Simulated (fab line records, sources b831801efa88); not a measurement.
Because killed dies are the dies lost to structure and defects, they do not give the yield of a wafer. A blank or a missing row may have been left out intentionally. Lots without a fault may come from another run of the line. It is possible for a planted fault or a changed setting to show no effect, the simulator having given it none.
Comparing a struck lot with a sound one -- flow sfqLine -- 26 out of 325 route steps
Sound: the wafers L309.1, L309.3, L309.5. Struck: wafer L319.2 (L319.3, L319.5, from the same lot, were not struck and are left out); the cause is given at the end.
Per side, at each step with rows, come the tool, then ch with its chambers, and then its first start. Under that, the readings that differ: sound wafers -- struck wafers -- difference of the means -- sigmas: that difference in standard deviations of wafers without a fault.
alike: words and numbers the same on both sides, and readings whose means are apart by under 2 such deviations; not compared: readings that were withheld, readings missing a value for some wafer, numbers with overlapping values and no deviation given by the record, and bounds like >300 which may hide the same value.
A row with sigmas, a row that says differs or no value, or rows on one side alone: a step with any of these is where the two part. Non-overlapping numbers with no deviation appear without sigmas and do not part them. Lack of a reading on every wafer of one side parts them only where that side has two or more wafers.

SFQ_L0_RS_MEAS_901: the measuring method here is four-point-probe.
  sound on filmMetro-02 at day 1 22:34; struck on filmMetro-01 at day 4 00:35
reading,sound,struck,difference,sigmas
L0_MONX_KI_RS (ohm/sq),42.7 42.4 42.8,44.0,+1.4,+2
SFQ_L0_THK_MEAS_902: measures by xrf.
  sound on filmMetro-02 at day 1 22:41; struck on filmMetro-01 at day 4 00:41
  alike: L0_MONX_KI_THK
then, 6 steps without rows for these wafers: SFQ_TRILAYER_L0_LITHO_COAT_010 (resist thk 62 nm); SFQ_TRILAYER_L0_LITHO_COAT_005 (resist thk 600 nm); SFQ_TRILAYER_L0_LITHO_SOFTBAKE_009; SFQ_TRILAYER_L0_LITHO_EXPOSE_006 (exposes mask L0, target cd 2000 nm); SFQ_TRILAYER_L0_LITHO_PEB_008 (peb time 60 s); SFQ_TRILAYER_L0_LITHO_DEVELOP_007 (time 60 s).
-- the record jumps here: 3 days lie between the struck wafers' starts before and after --
SFQ_TRILAYER_L0_BARC_OPEN_METAL_ETCH_010: etches BARC in O2, target depth 125 nm, time 41.7 s.
  sound on rieMetal-03 ch 0,1, day 4 20:35; struck on rieMetal-02 ch 1, day 7 05:16
  alike: drypumpMotorCurrentA, oesProductAu
  not compared: rfHoursCounterH
SFQ_TRILAYER_L0_ETCH_METAL_ETCH_008: etches MoNx KI in SF6/O2, stops on SiO2, target depth 50 nm, time 25 s.
  sound on rieMetal-03 ch 0,1, day 4 20:38; struck on rieMetal-02 ch 1, day 7 05:20
  alike: drypumpMotorCurrentA, oesProductAu
  not compared: rfHoursCounterH
SFQ_TRILAYER_L0_STRIP_STRIP_009: strips in O2.
  sound on rieMetal-03 ch 0,1, day 4 20:41; struck on rieMetal-02 ch 1, day 7 05:24
  alike: drypumpMotorCurrentA, oesProductAu
  not compared: rfHoursCounterH
then, 1 step without rows for these wafers: SFQ_TRILAYER_L0_STRIP_SOLV_CLEAN_010 (cleans in NMP, time 600 s).
SFQ_TRILAYER_L0_CAP_PECVD_011: deposits SiO2 from SiH4/N2O, time 13.333 s, target thk 60 nm.
  sound on pecvd-01 ch 0,1, day 4 21:28; struck on pecvd-04 ch 0, day 7 06:22
reading,sound,struck,difference,sigmas
rfFwdPowerW (W),180.8 178.9 178.2,149.7,-29.6,-27
model.SiO2_of_TRILAYER_L0_CAP_PECVD_011.thkNm (nm),60.08 59.08 60.21,56.61,-3.18,
  alike: heaterPowerW, throttleValvePct
then, 6 steps without rows for these wafers: SFQ_TRILAYER_L0_VIA_LITHO_COAT_018 (resist thk 62 nm); SFQ_TRILAYER_L0_VIA_LITHO_COAT_013 (resist thk 650 nm); SFQ_TRILAYER_L0_VIA_LITHO_SOFTBAKE_017; SFQ_TRILAYER_L0_VIA_LITHO_EXPOSE_014 (exposes mask L0V, target cd 700 nm); SFQ_TRILAYER_L0_VIA_LITHO_PEB_016 (peb time 60 s); SFQ_TRILAYER_L0_VIA_LITHO_DEVELOP_015 (time 60 s).
-- the record jumps here: 3 days lie between the struck wafers' starts before and after --
SFQ_L0V_OVL_MEAS_903:
  sound on overlay-01 at day 5 10:04; struck on overlay-01 at day 10 17:11
  alike: L0V_OVL
SFQ_TRILAYER_L0_VIA_BARC_OPEN_VIA_ETCH_021: etches BARC in O2, target depth 125 nm, time 41.7 s.
  sound on rieDiel-04 ch 0,1,2, day 5 10:05; struck on rieDiel-03 ch 2, day 10 17:13
reading,sound,struck,difference,sigmas
drypumpMotorCurrentA (A),5.3 6.0 5.6,6.7,+1.1,+2
  alike: oesProductAu
  not compared: rfHoursCounterH
SFQ_TRILAYER_L0_VIA_ETCH_VIA_ETCH_016: etches SiO2 in CHF3, stops on MoNx KI, target depth 80 nm.
  sound on rieDiel-04 ch 0,1,2, day 5 10:08; struck on rieDiel-03 ch 2, day 10 17:16
reading,sound,struck,difference,sigmas
drypumpMotorCurrentA (A),5.3 6.0 5.6,6.7,+1.1,+2
oesProductAu (a.u.),0.841 0.841 0.845,0.811,-0.031,-4
model.etch.depthNm (nm),60.08 59.08 60.21,56.61,-3.18,
model.L0V.featureDepthNm (nm),60.08 59.08 60.21,56.61,-3.18,
then, 2 steps without rows for these wafers: SFQ_TRILAYER_L0_VIA_STRIP_STRIP_017 (strips in O2); SFQ_TRILAYER_L0_VIA_STRIP_SOLV_CLEAN_018 (cleans in NMP, time 600 s).
SFQ_TRILAYER_M0_DEP_PRE_CLEAN_020: time 15 s.
  sound on pvdSputter-05 at day 5 11:21; struck on pvdSputter-06 at day 10 18:41
reading,sound,struck,difference,sigmas
model.SiO2_of_TRILAYER_L0_CAP_PECVD_011.thkNm (nm),55.08 54.08 55.22,51.61,-3.18,
SFQ_TRILAYER_M0_DEP_SPUTTER_019: material Nb, target thk 200 nm, time 133.3 s.
  sound on pvdSputter-05 at day 5 11:23; struck on pvdSputter-06 at day 10 18:42
  alike: substrateTempC, throttleValvePct

## WHERE THEY PART
Last at SFQ_TRILAYER_L0_VIA_ETCH_VIA_ETCH_016 as far as this record goes, first at SFQ_L0_RS_MEAS_901. Later steps at which nothing parts them and some readings are alike: SFQ_TRILAYER_M0_DEP_SPUTTER_019.

WHY: the cause the simulator had injected
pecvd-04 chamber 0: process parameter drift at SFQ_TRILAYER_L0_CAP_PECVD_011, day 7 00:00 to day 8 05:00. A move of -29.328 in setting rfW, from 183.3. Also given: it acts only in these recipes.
